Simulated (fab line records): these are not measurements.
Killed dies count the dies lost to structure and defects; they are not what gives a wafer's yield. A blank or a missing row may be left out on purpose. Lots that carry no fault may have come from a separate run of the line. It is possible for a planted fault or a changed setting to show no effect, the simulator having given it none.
2 desks looking at one fault -- flow sky130 -- what lay behind the numbers comes last; until then each desk has only its own

## AT THE METROLOGY DESK
What the gauges read for every lot (on any tool): the sampled wafers with a number, averaged. The brackets show how far a lot's mean lies from the usual mean; more than 4 standard deviations puts the lot out of limits, marked OUT.
Columns: A = LI_CONTACT_W_RS at SKY_LI_CONTACT_RS_MEAS_22, usual 0.286 ohm/sq
lot,first seen here,A
L144,day 29 05:01,0.283
L145,day 29 15:37,0.281
L146,day 30 09:43,0.288
L148,day 30 21:19,0.287
L150,day 31 08:21,0.289
L154,day 32 13:45,0.288
L153,day 32 15:13,0.293
L157,day 33 16:22,0.284
L161,day 34 19:35,0.285
L162,day 35 11:54,0.281
L163,day 35 16:29,0.288
L164,day 35 19:04,0.288
This desk found nothing out of limits on any of the 12 lots.

## TOOL OWNER'S DESK, implanter-02
The tool's own readings at SKY_LDD_N_IMPLANT_14, given as means over the sampled wafers that have a number, one for each lot that went through this tool. The brackets show how far a lot's mean lies from the usual mean; more than 4 standard deviations puts the lot out of limits, marked OUT.
Columns: A = faradayCurrentUA at SKY_LDD_N_IMPLANT_14, usual 28.2; B = tiltDeg at SKY_LDD_N_IMPLANT_14, usual 29.998 degrees
lot,first seen here,A,B
L144,day 17 17:45,28.7,29.972
L145,day 18 02:56,28.1,29.997
L146,day 18 21:49,27.8,29.996
L148,day 19 14:49,27.5,30.018
L161,day 23 23:59,28.5,0.025 (-99 or more) OUT
L164,day 25 03:16,27.8,-0.016 (-99 or more) OUT
This desk's verdict: out of limits on L161, L164, starting with L161 at day 23 23:59 (tiltDeg at SKY_LDD_N_IMPLANT_14). L144, L145, L146, L148 stayed within limits.

## PUT TOGETHER
The tool owner's desk could have raised an alarm at day 23 23:59, on L161, L164.
The metrology desk saw nothing out of limits.
The metrology desk holds a record of L161, L164, inside its limits.
All the named lots went through SKY_LDD_N_IMPLANT_14 on implanter-02.

## WHAT THE SIMULATOR PUT IN
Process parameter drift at SKY_LDD_N_IMPLANT_14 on implanter-02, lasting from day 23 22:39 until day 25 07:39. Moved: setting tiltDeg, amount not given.
Struck lots among those shown: L161, L164.
Time in hours from fault onset to the first out-of-limits reading at each desk: the tool owner's desk, 1.
